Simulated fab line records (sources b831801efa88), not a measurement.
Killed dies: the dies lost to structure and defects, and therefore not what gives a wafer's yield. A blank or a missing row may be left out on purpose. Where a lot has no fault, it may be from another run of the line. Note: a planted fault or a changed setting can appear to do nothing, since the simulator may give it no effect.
Which of the tools did it? + flow sky130 + 18 wafers from 6 lots sampled at 2 of the route's 708 steps

WHAT EACH GAUGE READ, for each wafer
SKY_LDD_LDN_TW_MEAS_13.
| lot  | measured     | on            | LDD_LDN_TW     |
|------|--------------|---------------|----------------|
| L977 | day 23 16:19 | film-metro-04 | 1494 1484 1475 |
| L980 | day 24 18:18 | film-metro-03 | 1462 1452 1461 |
| L984 | day 25 23:02 | film-metro-02 | 1482 1491 1490 |
| L991 | day 28 16:35 | film-metro-04 | 1381 1367 1374 |
| L995 | day 29 17:51 | film-metro-04 | 1479 1472 1466 |
| L999 | day 31 11:11 | film-metro-02 | 1482 1476 1480 |

WHICH TOOL RAN EACH LOT (tool, then ch and the chambers of the sampled wafers, then the start)
| lot  | SKY_LDD_LDN_IMPLANT_08          |
|------|---------------------------------|
| L977 | implanter-04 ch 0, day 23 15:37 |
| L980 | implanter-03 ch 0, day 24 17:36 |
| L984 | implanter-04 ch 0, day 25 22:22 |
| L991 | implanter-04 ch 0, day 28 15:55 |
| L995 | implanter-01 ch 0, day 29 17:09 |
| L999 | implanter-04 ch 0, day 31 10:29 |
- SKY_LDD_LDN_IMPLANT_08

THE ANSWER, worked out from the rows above alone
Rule: usual is defined by the lots themselves. The widest of any qualifying gaps counts: lots, ordered by their means at a reading, are off when they make up no more than a third of the lots, leave a main group of 4 or more, and stand apart from it by 3 or more times the standard deviation of that group's means. A main group whose means are all the same, to the digits that the tables above print for the reading, isn't used. A lot without any number at a reading at which 4 lots or more have one is off too. All remaining lots with rows at the step are treated as sound.
Off: L991, at SKY_LDD_LDN_TW_MEAS_13 (LDD_LDN_TW). Mean 1476 and standard deviation 10 in the main group.
If a tool, at a process step before that reading, ran all the lots that are off and no sound lot after the first of them, it fits. Those tools and the gauges at SKY_LDD_LDN_TW_MEAS_13 are tried in the same way. Not one of the candidates tried fits.

WHAT WAS PUT IN BY THE SIMULATOR
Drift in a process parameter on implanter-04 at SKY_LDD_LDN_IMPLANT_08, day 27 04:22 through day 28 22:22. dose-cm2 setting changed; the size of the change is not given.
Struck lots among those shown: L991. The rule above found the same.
